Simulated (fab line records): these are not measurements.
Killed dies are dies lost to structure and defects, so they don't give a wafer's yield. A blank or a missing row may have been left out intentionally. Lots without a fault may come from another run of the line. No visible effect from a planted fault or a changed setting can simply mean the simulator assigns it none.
fab line records + flow sky130
record
- lots=6
- wafers=18
- lastDay=52
route steps=708 shown POLY_GATE@231 LDD_N@237
lots that met no fault: taken from a fault-free run of the same line
startH: start of the lot's first displayed wafer, in hours after the record's first day + waitH: hours elapsed since this lot's preceding step + " same as the row above + L1.1+2: one row covering several wafers at once + - no value present, or no start provided + * or withheld: withheld + < > ~ a bound
route shown NAME@n: a module of which the file shows steps, and the number in the route of the first + usual: the fault-free wafers' mean and standard deviation + same: alike in all rows + chamber/n: place in a boat + sites: the reading at each site + _std_site: their standard deviation + _edge_site: mean of outer sites minus mean of inner sites + radiusMm: how far each site lies from the wafer's centre + mask NAME#n: copy n + behind: the most recent tool/chamber to have shaped the wafer + hold: the reason the lot was held/the length of the hold in hours/how it ended + device: the transistor (n, p or np) that didn't switch + end of line: tests run on the same wafers once the route is complete + for a step that has no rows: nothing shown but its recipe + killed: dies lost to structure and defects at the first sort, not the wafer's yield + map: shows each die of a wafer: x if killed, . if not, _ if none is there
set.NAME: the setting that was run; set.NAME@STEP: the one run at that earlier step + model.NAME: the simulator's own value behind a step, which no gauge read
lots at some steps of the route; a table a step, a row a wafer
services: when a tool's chamber went out of use (startH, in hours from the record's first day, below 0 if earlier), for how many hours, and the reason
## steps
# step SKY_POLY_GATE_ETCH_17
# recipe
- targetDepthNm=180
- stopOn=SiO2
- overEtchFrac=0.56667
- chemistry=HBr/Cl2
- target=poly-Si
- icpW=400
- biasW=100
- pressureMtorr=10
- HBr_flow_sccm=150
- Cl2_flow_sccm=50
- timeS=70.5
# usual
- HBr_flow_sccm=150.0/0.43
- drypumpMotorCurrentA=5.6/0.35
- oesProductAu=0.988/0.0072
- throttleValvePct=33.684/0.009
| lot.wafer | tool     | chamber | startH | waitH | HBr_flow_sccm | drypumpMotorCurrentA | oesProductAu | rfHoursCounterH | throttleValvePct |
|-----------|----------|---------|--------|-------|---------------|----------------------|--------------|-----------------|------------------|
| L750.2    | rieSi-02 | 3       | 380.15 | 0.0   | 149.5         | 5.6                  | 0.984        | 2               | 33.695           |
| L750.4    | "        | 1       | "      | "     | 150.3         | 5.7                  | 0.984        | 5               | 33.686           |
| L750.5    | "        | 0       | "      | "     | 150.5         | 5.7                  | 0.988        | -               | 33.683           |
| L751.3    | rieSi-02 | 1       | 385.64 | 0.0   | 149.6         | 5.7                  | 0.983        | 5               | 33.676           |
| L751.5    | "        | 3       | "      | "     | 149.6         | 5.6                  | 0.981        | -               | 33.691           |
| L751.6    | "        | 0       | "      | "     | 150.1         | 5.7                  | 0.981        | -               | 33.666           |
| L755.3    | rieSi-02 | 3       | 415.19 | 0.0   | 149.5         | 5.6                  | 0.991        | 3               | 33.697           |
| L755.4    | "        | 2       | "      | "     | 149.6         | 5.5                  | 1.000        | 0               | 33.677           |
| L755.6    | "        | 1       | "      | "     | 150.8         | 5.7                  | 0.990        | -               | 33.684           |
| L757.2    | rieSi-01 | 0       | 439.44 | 0.0   | 150.8         | 5.9                  | 0.990        | 6               | 33.687           |
| L757.4    | "        | 2       | "      | "     | 150.0         | 5.9                  | 0.992        | -               | 33.679           |
| L757.5    | "        | 1       | "      | "     | 149.9         | 5.4                  | 0.986        | -               | 33.671           |
| L760.1    | rieSi-01 | 3       | 644.59 | 0.0   | 150.2         | 4.8                  | 0.988        | 0               | 33.685           |
| L760.5    | "        | 3       | "      | "     | 150.4         | 4.8                  | 1.000        | -               | 33.679           |
| L760.6    | "        | 2       | "      | "     | 149.7         | 5.9                  | 0.997        | -               | 33.686           |
| L761.1    | rieSi-02 | 2       | 647.45 | 0.0   | 150.0         | 5.5                  | 0.989        | 1               | 33.680           |
| L761.5    | "        | 1       | "      | "     | 149.4         | 5.7                  | 0.991        | -               | 33.675           |
| L761.6    | "        | 2       | "      | "     | 149.9         | 5.5                  | 0.997        | -               | 33.681           |
# step SKY_POLY_GATE_STRIP_18
# recipe
- chemistry=O2/N2
- powerW=1400
- pressureMtorr=1500
- platenTempC=withheld
- o2FlowSccm=3000
- n2FlowSccm=300
- overashFraction=0.5
# usual
- drypumpMotorCurrentA=5.89/0.18
- oesProductAu=0.361/0.0046
- stripTimeToEndpointS=3.18/0.04
| lot.wafer | tool           | chamber | startH | waitH | drypumpMotorCurrentA | oesProductAu | rfHoursCounterH | stripTimeToEndpointS |
|-----------|----------------|---------|--------|-------|----------------------|--------------|-----------------|----------------------|
| L750.2    | plasmaAsher-04 | 1       | 380.21 | 0.0   | 5.88                 | 0.363        | 70              | 3.18                 |
| L750.4    | "              | 1       | "      | "     | 5.86                 | 0.358        | -               | 3.18                 |
| L750.5    | "              | 1       | "      | "     | 5.92                 | 0.368        | -               | 3.20                 |
| L751.3    | plasmaAsher-02 | 0       | 385.73 | 0.1   | 5.97                 | 0.357        | -               | 3.15                 |
| L751.5    | "              | 0       | "      | "     | 5.96                 | 0.365        | -               | 3.20                 |
| L751.6    | "              | 1       | "      | "     | 5.95                 | 0.352        | -               | 3.16                 |
| L755.3    | plasmaAsher-02 | 1       | 415.28 | 0.1   | 5.93                 | 0.364        | -               | 3.19                 |
| L755.4    | "              | 0       | "      | "     | 5.95                 | 0.353        | -               | 3.10                 |
| L755.6    | "              | 0       | "      | "     | 5.97                 | 0.368        | -               | 3.17                 |
| L757.2    | plasmaAsher-04 | 0       | 439.50 | 0.0   | 5.58                 | 0.356        | 77              | 3.18                 |
| L757.4    | "              | 0       | "      | "     | 5.56                 | 0.359        | -               | 3.16                 |
| L757.5    | "              | 1       | "      | "     | 5.85                 | 0.366        | -               | 3.24                 |
| L760.1    | plasmaAsher-04 | 0       | 644.65 | 0.0   | 5.55                 | 0.368        | 99              | 3.18                 |
| L760.5    | "              | 1       | "      | "     | 5.89                 | 0.372        | -               | 3.24                 |
| L760.6    | "              | 0       | "      | "     | 5.57                 | 0.365        | -               | 3.22                 |
| L761.1    | plasmaAsher-03 | 0       | 647.50 | 0.0   | 5.83                 | 0.355        | 82              | 3.13                 |
| L761.5    | "              | 0       | "      | "     | 5.83                 | 0.361        | -               | 3.13                 |
| L761.6    | "              | 1       | "      | "     | 6.17                 | 0.364        | -               | 3.13                 |
# step SKY_POLY_GATE_CLEAN_19
# recipe
- chemistry=SC1/SC2
- mix=1:4:20
- tempC=70
- timeS=150
- dry=n2Spin
# step SKY_POLY_GATE_OXIDATION_20
# recipe
- tempC=850
- ambient=O2
- stabiliseS=600
- purgeS=300
- targetThkA=40
- oxTimeS=899
# step SKY_POLY_GATE_THK_MEAS_21
# recipe
- reads=SiO2_of_POLY_GATE_OXIDATION_20
# usual
- POLY_GATE_OXIDATION_THK=4.01/0.086
| lot.wafer | tool         | chamber | startH | waitH | POLY_GATE_OXIDATION_THK[nm] |
|-----------|--------------|---------|--------|-------|-----------------------------|
| L750.2    | filmMetro-01 | -       | 382.00 | 0.0   | 3.92                        |
| L750.4    | "            | -       | "      | "     | 4.00                        |
| L750.5    | "            | -       | "      | "     | 4.05                        |
| L751.3    | filmMetro-01 | -       | 388.66 | 0.0   | 4.03                        |
| L751.5    | "            | -       | "      | "     | 3.96                        |
| L751.6    | "            | -       | "      | "     | 3.91                        |
| L755.3    | filmMetro-01 | -       | 417.62 | 0.0   | 4.00                        |
| L755.4    | "            | -       | "      | "     | 3.99                        |
| L755.6    | "            | -       | "      | "     | 4.08                        |
| L757.2    | filmMetro-04 | -       | 440.91 | 0.0   | 3.98                        |
| L757.4    | "            | -       | "      | "     | 3.96                        |
| L757.5    | "            | -       | "      | "     | 3.91                        |
| L760.1    | filmMetro-02 | -       | 646.34 | 0.0   | 4.01                        |
| L760.5    | "            | -       | "      | "     | 4.00                        |
| L760.6    | "            | -       | "      | "     | 4.04                        |
| L761.1    | filmMetro-01 | -       | 648.99 | 0.1   | 4.11                        |
| L761.5    | "            | -       | "      | "     | 4.05                        |
| L761.6    | "            | -       | "      | "     | 4.15                        |
# step SKY_POLY_GATE_CD_MEAS_22
# usual
- cdNm=150.1/1.8
| lot.wafer | tool     | chamber | startH | waitH | cdNm  |
|-----------|----------|---------|--------|-------|-------|
| L750.2    | cdSem-02 | -       | 382.08 | 0.1   | 150.7 |
| L750.4    | "        | -       | "      | "     | 149.1 |
| L750.5    | "        | -       | "      | "     | 150.5 |
| L751.3    | cdSem-01 | -       | 388.75 | 0.1   | 149.5 |
| L751.5    | "        | -       | "      | "     | 149.0 |
| L751.6    | "        | -       | "      | "     | 150.5 |
| L755.3    | cdSem-02 | -       | 417.72 | 0.1   | 147.2 |
| L755.4    | "        | -       | "      | "     | 147.4 |
| L755.6    | "        | -       | "      | "     | 149.1 |
| L757.2    | cdSem-02 | -       | 440.99 | 0.1   | 144.7 |
| L757.4    | "        | -       | "      | "     | 148.2 |
| L757.5    | "        | -       | "      | "     | 148.9 |
| L760.1    | cdSem-02 | -       | 646.40 | 0.1   | 148.5 |
| L760.5    | "        | -       | "      | "     | 152.5 |
| L760.6    | "        | -       | "      | "     | 149.2 |
| L761.1    | cdSem-02 | -       | 649.16 | 0.2   | 147.6 |
| L761.5    | "        | -       | "      | "     | 148.9 |
| L761.6    | "        | -       | "      | "     | 150.1 |
# step SKY_LDD_N_DEHYDRATE_00
# recipe
- tempC=200
- timeS=60
# step SKY_LDD_N_HMDS_01
# recipe
- primeTimeS=60
- primeTempC=120
# step SKY_LDD_N_COAT_02
# recipe
- resist=NOVOLAK
- spinRpm=3000
- resistThkNm=300
# step SKY_LDD_N_SOFTBAKE_03
# recipe
- tempC=90
- timeS=60
- resist=NOVOLAK
# step SKY_LDD_N_EXPOSE_04
# recipe
- maskId=NTM
- targetCdNm=840
- na=0.6
- sourceShape=conventional
- sigmaOuter=0.6
- doseMj=110
# step SKY_LDD_N_PEB_05
# recipe
- tempC=withheld
- timeS=*
- resist=NOVOLAK
# step SKY_LDD_N_DEVELOP_06
# recipe
- developTimeS=60
- devTempC=23
# usual
- chillPlateTempC=23.02/0.11
- developTimeS=60/0
- exhaustPa=44.9/0.81
| lot.wafer | tool          | chamber | startH | waitH | chillPlateTempC | developTimeS | exhaustPa |
|-----------|---------------|---------|--------|-------|-----------------|--------------|-----------|
| L750.2    | lithoTrack-03 | -       | 410.56 | 0.1   | -               | -            | -         |
| L750.4    | "             | -       | "      | "     | -               | -            | -         |
| L750.5    | "             | -       | "      | "     | -               | -            | -         |
| L751.3    | lithoTrack-04 | -       | 417.36 | 0.1   | -               | -            | -         |
| L751.5    | "             | -       | "      | "     | -               | -            | -         |
| L751.6    | "             | -       | "      | "     | -               | -            | -         |
| L755.3    | lithoTrack-04 | 0       | 447.41 | 0.1   | 23.10           | 60           | 43.5      |
| L755.4    | "             | 0       | "      | "     | 23.00           | 60           | 45.6      |
| L755.6    | "             | 0       | "      | "     | 23.20           | 60           | 44.0      |
| L757.2    | lithoTrack-02 | 0       | 470.76 | 0.1   | 22.87           | 60           | 43.5      |
| L757.4    | "             | 0       | "      | "     | 22.99           | 60           | 43.6      |
| L757.5    | "             | 0       | "      | "     | 22.94           | 60           | 44.5      |
| L760.1    | lithoTrack-03 | 0       | 673.59 | 0.1   | 23.01           | 60           | 44.2      |
| L760.5    | "             | 0       | "      | "     | 23.06           | 60           | 43.8      |
| L760.6    | "             | 0       | "      | "     | 23.06           | 60           | 44.5      |
| L761.1    | lithoTrack-03 | 0       | 677.09 | 0.1   | 23.03           | 60           | 46.2      |
| L761.5    | "             | 0       | "      | "     | 23.05           | 60           | 46.9      |
| L761.6    | "             | 0       | "      | "     | 22.88           | 60           | 45.3      |
# step SKY_LDD_N_OVL_MEAS_07
# usual
- LDD_N_OVL=-1.1/1.4
| lot.wafer | tool       | chamber | startH | waitH | LDD_N_OVL[nm] |
|-----------|------------|---------|--------|-------|---------------|
| L750.2    | overlay-02 | -       | 410.69 | 0.1   | -             |
| L750.4    | "          | -       | "      | "     | -             |
| L750.5    | "          | -       | "      | "     | -             |
| L751.3    | overlay-02 | -       | 417.47 | 0.1   | -             |
| L751.5    | "          | -       | "      | "     | -             |
| L751.6    | "          | -       | "      | "     | -             |
| L755.3    | overlay-02 | -       | 447.52 | 0.1   | -2.1          |
| L755.4    | "          | -       | "      | "     | -1.1          |
| L755.6    | "          | -       | "      | "     | 0.3           |
| L757.2    | overlay-01 | -       | 470.89 | 0.1   | -1.7          |
| L757.4    | "          | -       | "      | "     | -0.3          |
| L757.5    | "          | -       | "      | "     | -1.4          |
| L760.1    | overlay-01 | -       | 673.74 | 0.1   | 1.3           |
| L760.5    | "          | -       | "      | "     | -2.5          |
| L760.6    | "          | -       | "      | "     | 0.2           |
| L761.1    | overlay-01 | -       | 677.24 | 0.1   | -2.8          |
| L761.5    | "          | -       | "      | "     | -1.2          |
| L761.6    | "          | -       | "      | "     | -1.0          |
## services
| tool           | chamber | startH | hours | kind                     |
|----------------|---------|--------|-------|--------------------------|
| rieSi-01       | 1       | 356.21 | -     | clean                    |
| rieSi-01       | 1       | 356.21 | 15.9  | scheduledDown            |
| rieSi-01       | 1       | 356.21 | 15.9  | ventCycle                |
| plasmaAsher-03 | -       | 390.26 | 0.9   | repair                   |
| plasmaAsher-03 | -       | 397.59 | 0.5   | repair                   |
| rieSi-01       | -       | 408.12 | 1.8   | repair                   |
| plasmaAsher-02 | -       | 421.25 | 9.0   | pm                       |
| plasmaAsher-02 | 0       | 421.25 | 9.0   | ventCycle                |
| plasmaAsher-02 | 1       | 421.25 | 9.0   | ventCycle                |
| rieSi-01       | 3       | 425.33 | 1.1   | repair                   |
| rieSi-01       | 3       | 429.75 | -     | clean                    |
| rieSi-01       | 3       | 429.75 | 21.1  | scheduledDown            |
| rieSi-01       | 3       | 429.75 | 21.1  | ventCycle                |
| plasmaAsher-02 | 0       | 430.25 | -     | clean                    |
| plasmaAsher-02 | 1       | 430.25 | -     | clean                    |
| plasmaAsher-03 | -       | 507.32 | 0.9   | repair                   |
| plasmaAsher-02 | -       | 540.70 | 2.6   | repair                   |
| plasmaAsher-03 | -       | 597.09 | 0.7   | repair                   |
| lithoTrack-04  | -       | 657.44 | -     | consumableReplace:filter |
| rieSi-02       | 2       | 660.61 | 13.0  | repair                   |
## key
firstSign
- step=SKY_LDD_N_DEVELOP_06
- reading=toolRecord
- direction=missing
effect none on later readings
metAt SKY_LDD_N_DEVELOP_06
struckWafers L750.2,L750.4,L750.5,L751.3,L751.5,L751.6
sortLeftOut L750.2,L750.4,L750.5,L751.3,L751.5,L751.6
testerLeftOut L750,L751
fault
- kind=skippedStepWhole
- tool=lithoTrack-03,lithoTrack-04
- chamber=-
- onsetH=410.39
- steps=SKY_LDD_N_DEVELOP_06
- scope=struckLotsOnly
# testerLeftOut: of these lots the tester's yield and bins aren't shown, on N5 and GAA mostly nor the transistor test; their killed dies are dies lost to structure and defects alone, not to doping, threshold or leakage, so they don't give the yield
# sortLeftOut: the simulated sort isn't trusted on such a fault, so these wafers' sort isn't shown, and their yield isn't known
